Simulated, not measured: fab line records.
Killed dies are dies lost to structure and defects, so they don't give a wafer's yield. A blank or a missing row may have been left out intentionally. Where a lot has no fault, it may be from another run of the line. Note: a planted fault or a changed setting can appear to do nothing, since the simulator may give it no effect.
Which tool did it? / flow sky130 / 7 lots with 21 wafers sampled at 2 steps, on a route of 708 steps

## WHAT EACH GAUGE READ, for each wafer
SKY_VIA3_BOW_MEAS_03.
lot=L730; measured=day 38 21:40; on=filmMetro-01; VIA3_BOW (um)=96 104 82
lot=L734; measured=day 40 09:06; on=filmMetro-04; VIA3_BOW (um)=89 76 98
lot=L741; measured=day 42 16:51; on=filmMetro-02; VIA3_BOW (um)=80 80 81
lot=L743; measured=day 43 09:38; on=filmMetro-02; VIA3_BOW (um)=69 79 85
lot=L745; measured=day 43 20:19; on=filmMetro-01; VIA3_BOW (um)=89 82 88
lot=L748; measured=day 44 11:53; on=filmMetro-01; VIA3_BOW (um)=76 64 73
lot=L751; measured=day 44 23:10; on=filmMetro-02; VIA3_BOW (um)=79 83 76

## WHICH TOOL RAN EACH LOT (tool, then ch and the chambers of the sampled wafers, then the start)
lot=L730; SKY_VIA3_CMP_02=cmp-01 ch 2,3, day 38 21:22
lot=L734; SKY_VIA3_CMP_02=cmp-02 ch 0,2,3, day 40 08:51
lot=L741; SKY_VIA3_CMP_02=cmp-02 ch 0,1,3, day 42 16:35
lot=L743; SKY_VIA3_CMP_02=cmp-02 ch 2,3, day 43 09:17
lot=L745; SKY_VIA3_CMP_02=cmp-01 ch 2,3, day 43 19:58
lot=L748; SKY_VIA3_CMP_02=cmp-01 ch 0,2,3, day 44 11:33
lot=L751; SKY_VIA3_CMP_02=cmp-01 ch 0,2,3, day 44 22:52
- SKY_VIA3_CMP_02: polishes SiO2.

## THE ANSWER, worked out from the rows above alone
Rule: usual is defined by the lots themselves. Put in order of their means at a reading, lots are off if they are a third of the lots or fewer, leave a main group of 4 or more, and stand apart from it by a gap of 3 or more times the standard deviation of the main group's means; of several such gaps the widest counts. If all means in a main group match to the digits the tables above print for the reading, that group is not used. A lot without any number at a reading at which 4 lots or more have one is off too. Any other lot the step has rows for is counted as sound.
No lot is off at any reading shown: from this, nothing can be told.

## WHAT THE SIMULATOR HAD PUT IN
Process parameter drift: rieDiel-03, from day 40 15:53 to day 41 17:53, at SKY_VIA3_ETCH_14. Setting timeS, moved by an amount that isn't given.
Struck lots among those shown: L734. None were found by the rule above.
